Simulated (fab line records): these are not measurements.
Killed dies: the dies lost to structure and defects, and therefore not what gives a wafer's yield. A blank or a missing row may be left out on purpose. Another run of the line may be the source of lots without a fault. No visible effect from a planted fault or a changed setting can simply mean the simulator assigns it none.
Code-filled problem report in 8D (eight disciplines) form | flow sfq-line | the parts of the form that need people (team, actions taken, sign-off) are left out

== 1. THE PROBLEM ==
Mean M8_AU_RS at SFQ_M8_RS_MEAS_949: 0.1331 ohm/sq over 3 wafers in 3 lots; fault-free wafers: 0.1536 ohm/sq, standard deviation 0.0015. Measured from the usual mean, that is -14 standard deviations.
The step: measures by four-point-probe.
First seen on wafer L350.6, day 85 20:17, on film-metro-04. The record holds 45 wafers of 15 lots with a number at this step. The rule behind "out" and "out of limits": a value lying over 4 standard deviations away from the usual mean. The rest of the wafers with a number are treated as sound.

== 2. WHAT IT IS; WHAT IT IS NOT ==
question                    | is                     | is not
which readings at this step | M8_AU_RS               | -
which lots                  | L350, L352, L354       | L338, L339, L340, L341, L342, L343, L344, L345, L346, L349, L351, L359
which wafers of those lots  | L350.6, L352.2, L354.6 | L350.1, L350.5, L352.1, L352.3, L354.1, L354.3
read on which gauges        | film-metro-04          | film-metro-02, film-metro-03
when                        | from day 85 20:17      | up to then (32 sound wafers); but 10 sound wafers of L351, L352, L354, L359 came after

== 3. THE SUSPECTS, EACH WITH WHAT RULES IT OUT ==
Counting: any tool at a process step up to the reading remains a suspect provided it ran every lot that is out. Sound lots after the first of them don't rule it out here, since some wafers of a struck lot are sound.
- the gauge at SFQ_M8_RS_MEAS_949: kept. All the wafers that are out were read on film-metro-04, and no step on other tools shows them out.
- pvd-sputter-01 at SFQ_TRILAYER_M8_DEP_EVAP_196 (material Au, target thk 180 nm, time 900 s): kept. Every lot that is out went through it, the first being L350 (day 85 19:46); the last sound lot it ran before that was L346 (day 85 08:58).
Left after counting: pvd-sputter-01 at SFQ_TRILAYER_M8_DEP_EVAP_196, film-metro-04 at SFQ_M8_RS_MEAS_949.

== 4. THE CAUSE (what the simulator had put in) ==
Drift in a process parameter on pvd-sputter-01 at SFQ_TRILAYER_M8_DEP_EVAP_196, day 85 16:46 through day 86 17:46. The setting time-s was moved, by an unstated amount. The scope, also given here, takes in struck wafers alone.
Of the 2 suspects that counting leaves, this tool is one.

== 5. SEQUENCE OF EFFECTS, ordered by route ==
Rows list readings where the struck wafers' mean (over those with a number) sits beyond 3 standard deviations from the usual. Readings are gone through only where the record gives a usual standard deviation; hours: the median, over the lots, of the time from a lot's start at the first step in this table giving one to that lot's start at this step; sigmas: the change measured in usual standard deviations.
hours | step                | reading   | usual         | on struck wafers | change  | sigmas
0     | SFQ_M8_RS_MEAS_949  | M8_AU_RS  | 0.1536 ohm/sq | 0.1331           | -0.0205 | -14
0     | SFQ_M8_THK_MEAS_950 | M8_AU_THK | 180.0 nm      | 209.6            | +29.6   | +11

== 6. HOW IT WOULD HAVE BEEN CAUGHT EARLIER ==
Counted from the fault's start at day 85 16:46, it took 4 hours until the first out-of-limits reading at a measuring or inspecting step in this record, taken at day 85 20:17.
Among the 3 lots that are out, L352, L354 began SFQ_TRILAYER_M8_DEP_EVAP_196 on pvd-sputter-01 after day 85 20:17. A hold on the tool at that time would have spared those 2.
